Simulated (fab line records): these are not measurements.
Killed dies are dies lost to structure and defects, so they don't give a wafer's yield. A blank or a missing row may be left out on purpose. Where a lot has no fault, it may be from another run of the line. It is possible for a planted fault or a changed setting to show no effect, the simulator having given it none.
fab line records | flow sky130
record: lots: 15 wafers: 45 lastDay: 50
route steps=708 shown VIA3@597 METAL4@600 METAL5@664
lots that met no fault: from a run of the same line without faults
startH: hours from the record's first day to the start of the lot's first wafer shown | waitH: time in hours since the lot's previous step | " the same as in the row above | L1.1+2: one row covering several wafers at once | - no value, or no start given | * or withheld: withheld | < > ~ a bound
route shown NAME@n: a module of which the file shows steps, and the number in the route of the first | usual: mean and standard deviation over wafers with no fault | same: alike in all rows | chamber/n: place in a boat | sites: readings site by site | _std_site: standard deviation of those values | _edge_site: the outer-site mean with the inner-site mean subtracted | radiusMm: how far each site lies from the wafer's centre | mask NAME#n: copy n | behind: the last tool/chamber to shape the wafer | hold: reason for holding the lot/hours on hold/outcome of the hold | device: transistor that didn't switch, given as n, p or np | end of line: the same wafers' tests at the end of the route | for a step that has no rows: nothing shown but its recipe | killed: not the wafer's yield, but the dies lost to structure and defects at the first sort | map: a wafer's dies, x killed, . not, _ none there
set.NAME: the setting the step ran with; set.NAME@STEP: the setting that earlier step ran with | model.NAME: the simulator's own value behind a step, which no gauge read
one table for each step of the route and one row for each wafer, over a sample of lots
services: from which hour (startH, from the record's first day; less than 0 if before it) a tool's chamber was out of use, for how many hours, and why
== steps ==
step: SKY_VIA3_CMP_24
recipe: stopOn: SiO2 tOverpolishS: 20 downForcePsi: 3.5 platenRpm: 60 targetThkNm: 0 padVelocityMS: 0.94248
usual: motorCurrentA: 10.8/1.2 overpolishRunS: 20.001/0.0092 timeToEndpointS: 93/4.6
columns lot.wafer tool chamber startH waitH motorCurrentA overpolishRunS timeToEndpointS
L201.2 cmp-01 1 931.98 0.1 9.5 19.998 87
L201.1 " 2 " " 9.7 20.000 91
L201.5 " 0 " " 11.6 19.996 95
L202.1 cmp-01 1 945.52 0.1 9.2 20.008 94
L202.4 " 2 " " 9.4 19.992 92
L202.5 " 0 " " 11.6 20.015 94
L203.1 cmp-01 3 954.30 0.1 9.8 20.000 96
L203.4 " 1 " " 9.9 20.000 91
L203.6 " 3 " " 9.7 20.013 98
L206.4 cmp-01 2 972.16 0.1 9.8 19.996 90
L206.3 " 0 " " 11.1 19.987 94
L206.6 " 2 " " 9.7 19.998 89
L205.4 cmp-02 3 975.21 0.1 13.9 20.008 85
L205.2 " 0 " " 10.7 20.013 85
L205.6 " 2 " " 11.7 20.002 92
L208.3 cmp-02 0 996.20 0.1 9.7 19.993 86
L208.4 " 2 " " 11.0 19.997 92
L208.6 " 0 " " 10.2 20.006 90
L209.4 cmp-02 3 997.01 0.1 12.4 20.013 87
L209.1 " 0 " " 9.7 20.004 87
L209.5 " 1 " " 11.5 20.014 96
L211.2 cmp-01 2 1014.42 0.0 10.0 19.992 92
L211.1 " 0 " " 11.2 20.004 99
L211.6 " 3 " " 10.0 19.997 94
L213.4 cmp-02 3 1025.77 0.1 12.6 20.006 91
L213.3 " 0 " " 10.2 20.002 90
L213.6 " 3 " " 13.8 19.991 91
L214.2 cmp-02 1 1026.41 0.1 11.1 19.997 99
L214.3 " 3 " " 13.5 19.992 94
L214.6 " 1 " " 10.4 20.011 102
L219.3 cmp-01 1 1061.53 0.1 9.9 19.990 96
L219.1 " 2 " " 9.1 20.007 97
L219.6 " 0 " " 11.4 19.987 99
L220.2 cmp-02 0 1062.27 0.1 10.5 19.994 91
L220.3 " 2 " " 11.3 20.011 91
L220.6 " 3 " " 13.7 20.008 90
L221.4 cmp-01 2 1066.19 0.1 9.6 19.982 94
L221.6 " 2 " " 9.7 19.995 90
L221.5 " 3 " " 10.1 19.995 95
L222.4 cmp-01 2 1072.13 0.0 9.4 20.006 90
L222.3 " 1 " " 9.5 19.989 94
L222.6 " 2 " " 9.2 20.006 90
L223.3 cmp-02 2 1081.54 0.0 11.2 20.023 94
L223.2 " 0 " " 10.2 19.998 93
L223.5 " 2 " " 11.1 19.997 98
step: SKY_METAL4_SPUTTER_02
recipe: material: AlCu targetThkNm: 735 powerW: 10600 timeS: 39.1 chamberPressurePa: 0.4
usual: cathodeDcPowerW: 10600/1.9 chamberPressurePa: 0.3998/0.00076 throttleValvePct: 30.0/0.76
columns lot.wafer tool chamber startH waitH cathodeDcPowerW chamberPressurePa throttleValvePct
L201.1 pvdSputter-01 - 932.28 0.0 10601 0.3988 30.1
L201.2 " - " " 10599 0.4000 28.4
L201.5 " - " " 10600 0.4002 29.8
L202.1 pvdSputter-01 - 945.77 0.0 10597 0.4009 30.2
L202.4 " - " " 10601 0.3998 29.8
L202.5 " - " " 10600 0.3997 29.9
L203.1 pvdSputter-04 - 954.60 0.0 10599 0.3992 30.2
L203.4 " - " " 10600 0.3998 30.0
L203.6 " - " " 10601 0.3999 30.1
L206.3 pvdSputter-03 - 972.46 0.0 10602 0.3994 30.7
L206.4 " - " " 10601 0.4002 31.2
L206.6 " - " " 10602 0.3995 31.4
L205.2 pvdSputter-03 - 975.51 0.0 10602 0.3996 31.5
L205.4 " - " " 10599 0.3992 30.6
L205.6 " - " " 10598 0.3999 31.3
L208.3 pvdSputter-04 - 996.49 0.0 10602 0.3998 30.2
L208.4 " - " " 10601 0.3997 29.8
L208.6 " - " " 10599 0.3989 30.0
L209.1 pvdSputter-04 - 997.26 0.0 10600 0.4008 30.5
L209.4 " - " " 10600 0.3992 30.2
L209.5 " - " " 10597 0.3994 30.2
L211.1 pvdSputter-04 - 1014.77 0.0 10599 0.4008 29.6
L211.2 " - " " 10598 0.4002 29.5
L211.6 " - " " 10601 0.3996 30.1
L213.3 pvdSputter-01 - 1026.07 0.0 10600 0.3996 29.7
L213.4 " - " " 10599 0.3992 30.0
L213.6 " - " " 10599 0.3988 29.7
L214.2 pvdSputter-04 - 1026.71 0.0 10598 0.4008 30.4
L214.3 " - " " 10601 0.3998 30.0
L214.6 " - " " 10599 0.3994 29.7
L219.1 pvdSputter-01 - 1061.78 0.0 10603 0.3995 29.8
L219.3 " - " " 10601 0.4001 30.1
L219.6 " - " " 10598 0.4001 30.1
L220.2 pvdSputter-04 - 1062.57 0.0 10597 0.4001 30.1
L220.3 " - " " 10600 0.4006 29.9
L220.6 " - " " 10599 0.4002 30.1
L221.4 pvdSputter-03 - 1066.54 0.0 10603 0.4006 30.4
L221.5 " - " " 10602 0.4002 31.3
L221.6 " - " " 10599 0.3999 31.3
L222.3 pvdSputter-01 - 1072.48 0.0 10601 0.4001 28.4
L222.4 " - " " 10600 0.4006 30.4
L222.6 " - " " 10601 0.3985 28.5
L223.2 pvdSputter-01 - 1081.89 0.0 10599 0.3993 30.2
L223.3 " - " " 10604 0.4015 30.0
L223.5 " - " " 10599 0.3994 29.9
step: SKY_METAL4_SPUTTER_03
recipe: material: Ti targetThkNm: 5 powerW: 3000 timeS: 3.3 chamberPressurePa: 0.4
usual: cathodeDcPowerW: 3000.0/0.52 chamberPressurePa: 0.4000/0.0012 throttleValvePct: 30.0/0.79
columns lot.wafer tool chamber startH waitH cathodeDcPowerW chamberPressurePa throttleValvePct
L201.1 pvdSputter-01 - 932.32 0.0 2999.9 0.4016 30.0
L201.2 " - " " 3000.2 0.4011 28.4
L201.5 " - " " 2999.5 0.3995 29.6
L202.1 pvdSputter-01 - 945.81 0.0 2999.9 0.3997 30.3
L202.4 " - " " 3000.7 0.3990 29.8
L202.5 " - " " 2999.8 0.4000 30.4
L203.1 pvdSputter-04 - 954.64 0.0 3000.7 0.4008 30.1
L203.4 " - " " 3000.2 0.4007 30.4
L203.6 " - " " 2999.7 0.4018 30.0
L206.3 pvdSputter-03 - 972.49 0.0 2999.1 0.3982 30.3
L206.4 " - " " 2999.4 0.3991 31.2
L206.6 " - " " 2999.3 0.4004 31.5
L205.2 pvdSputter-03 - 975.54 0.0 3000.1 0.4007 31.6
L205.4 " - " " 2999.8 0.3993 31.1
L205.6 " - " " 3000.6 0.3990 31.7
L208.3 pvdSputter-04 - 996.53 0.0 3000.9 0.3982 30.2
L208.4 " - " " 3000.2 0.4004 29.7
L208.6 " - " " 2999.0 0.4004 30.0
L209.1 pvdSputter-04 - 997.29 0.0 2999.3 0.4011 30.1
L209.4 " - " " 3000.1 0.4006 30.0
L209.5 " - " " 3000.4 0.4000 30.0
L211.1 pvdSputter-04 - 1014.80 0.0 3000.5 0.3998 29.6
L211.2 " - " " 3000.0 0.4000 29.6
L211.6 " - " " 2999.2 0.4003 30.2
L213.3 pvdSputter-01 - 1026.11 0.0 2999.9 0.4003 29.9
L213.4 " - " " 3000.4 0.4008 30.2
L213.6 " - " " 2999.4 0.3996 29.4
L214.2 pvdSputter-04 - 1026.74 0.0 3000.1 0.3997 30.3
L214.3 " - " " 2999.9 0.3999 29.7
L214.6 " - " " 3000.2 0.3993 29.8
L219.1 pvdSputter-01 - 1061.82 0.0 3000.2 0.4004 29.7
L219.3 " - " " 3000.7 0.4012 30.2
L219.6 " - " " 3000.2 0.4002 29.8
L220.2 pvdSputter-04 - 1062.61 0.0 3000.0 0.3990 29.8
L220.3 " - " " 3000.3 0.4007 29.9
L220.6 " - " " 3000.1 0.3995 29.4
L221.4 pvdSputter-03 - 1066.58 0.0 3000.0 0.4003 30.7
L221.5 " - " " 2999.9 0.3999 31.0
L221.6 " - " " 2999.5 0.4005 31.3
L222.3 pvdSputter-01 - 1072.52 0.0 3000.6 0.4009 28.3
L222.4 " - " " 3000.9 0.3996 30.2
L222.6 " - " " 2999.9 0.3999 28.2
L223.2 pvdSputter-01 - 1081.93 0.0 2999.4 0.4006 30.6
L223.3 " - " " 2999.9 0.3999 30.0
L223.5 " - " " 3000.1 0.3994 29.6
step: SKY_METAL5_SPUTTER_03
recipe: material: Ti targetThkNm: 5 powerW: 3000 timeS: 3.3 chamberPressurePa: 0.4
usual: cathodeDcPowerW: 3000.0/0.59 chamberPressurePa: 0.3998/0.00075 throttleValvePct: 30.1/0.46
columns lot.wafer tool chamber startH waitH cathodeDcPowerW chamberPressurePa throttleValvePct
L201.1 pvdSputter-04 - 1006.96 0.0 3000.2 0.4005 29.5
L201.2 " - " " 2999.6 0.3998 30.4
L201.5 " - " " 2999.2 0.3997 29.8
L202.1 pvdSputter-03 - 1020.07 0.0 2999.7 0.4005 30.6
L202.4 " - " " 3000.0 0.4008 30.6
L202.5 " - " " 3000.9 0.3999 30.9
L203.1 pvdSputter-02 - 1027.88 0.0 3000.5 0.4003 29.6
L203.4 " - " " 3000.1 0.3997 30.4
L203.6 " - " " 3001.0 0.4002 30.1
L206.3 pvdSputter-02 - 1045.31 0.0 3000.3 0.3995 29.8
L206.4 " - " " 3000.6 0.3991 30.1
L206.6 " - " " 2999.4 0.3985 30.2
L205.2 pvdSputter-04 - 1048.75 0.0 3000.8 0.3994 30.2
L205.4 " - " " 3000.0 0.4001 29.7
L205.6 " - " " 3000.4 0.4009 29.9
L208.3 pvdSputter-03 - 1067.27 0.0 3000.4 0.3987 31.2
L208.4 " - " " 2998.7 0.4002 30.8
L208.6 " - " " 2999.7 0.3998 30.4
L209.1 pvdSputter-04 - 1068.50 0.0 3000.9 0.3995 29.7
L209.4 " - " " 2999.2 0.3993 30.4
L209.5 " - " " 3001.2 0.3996 30.1
L211.1 pvdSputter-04 - 1082.71 0.0 3000.1 0.3988 29.8
L211.2 " - " " 3000.4 0.4001 30.0
L211.6 " - " " 3000.4 0.3988 29.6
L213.3 pvdSputter-04 - 1095.18 0.0 2999.9 0.3996 29.8
L213.4 " - " " 3000.5 0.3992 30.2
L213.6 " - " " 3001.4 0.3987 30.3
L214.2 pvdSputter-04 - 1095.71 0.0 3000.0 0.4005 30.1
L214.3 " - " " 2999.5 0.3998 30.6
L214.6 " - " " 2999.6 0.3993 29.6
L219.1 pvdSputter-03 - 1126.42 0.0 - - -
L219.3 " - " " - - -
L219.6 " - " " - - -
L220.2 pvdSputter-04 - 1126.57 0.0 - - -
L220.3 " - " " - - -
L220.6 " - " " - - -
L221.4 pvdSputter-03 - 1131.13 0.0 - - -
L221.5 " - " " - - -
L221.6 " - " " - - -
L222.3 pvdSputter-02 - 1136.52 0.0 2999.6 0.4012 29.5
L222.4 " - " " 2999.8 0.3996 30.2
L222.6 " - " " 3000.5 0.4003 29.3
L223.2 pvdSputter-02 - 1146.40 0.0 3000.4 0.4018 30.0
L223.3 " - " " 3000.0 0.3998 29.5
L223.5 " - " " 2999.7 0.3991 30.3
== services ==
columns tool chamber startH hours kind
cmp-02 - 912.53 4.0 pm
cmp-02 - 916.53 - consumableReplace:conditioner
cmp-02 - 916.53 - consumableReplace:pad
pvdSputter-02 - 928.40 1.7 repair
cmp-01 - 934.22 7.1 pm
cmp-02 - 946.04 0.3 repair
cmp-02 - 958.98 1.1 repair
pvdSputter-03 - 985.08 0.5 repair
pvdSputter-03 - 1020.49 6.9 repair
cmp-02 - 1039.52 1.0 repair
pvdSputter-02 - 1040.11 1.9 repair
cmp-02 - 1053.24 7.1 pm
pvdSputter-03 - 1076.73 8.2 repair
cmp-01 - 1084.15 4.0 pm
cmp-01 - 1088.15 - consumableReplace:conditioner
cmp-01 - 1088.15 - consumableReplace:pad
cmp-01 - 1114.22 2.3 repair
pvdSputter-01 - 1122.18 3.7 repair
cmp-01 - 1134.70 11.6 repair
== key ==
firstSign: step: SKY_METAL5_SPUTTER_03 reading: toolRecord direction: missing
effect none on later readings
metAt SKY_METAL5_SPUTTER_03
struckLots L219,L220,L221
laterRowsLeftOut L219.1,L219.3,L219.6,L220.2,L220.3,L220.6,L221.4,L221.5,L221.6
sortLeftOut L219.1,L219.3,L219.6,L220.2,L220.3,L220.6,L221.4,L221.5,L221.6
notActingAt SKY_VIA3_CMP_24,SKY_METAL4_SPUTTER_02,SKY_METAL4_SPUTTER_03
onsetBetween 1095.71 1126.42
fault: kind: skippedStepWhole tool: pvdSputter-03,pvdSputter-04 chamber: - onsetH: 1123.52 steps: SKY_METAL5_SPUTTER_03 scope: struckLotsOnly
sortLeftOut: the simulated sort isn't trusted on such a fault, so these wafers' sort isn't shown, and their yield isn't known
laterRowsLeftOut: the simulator's readings of these wafers behind a module that went badly wrong aren't trusted and aren't shown, but for the sort
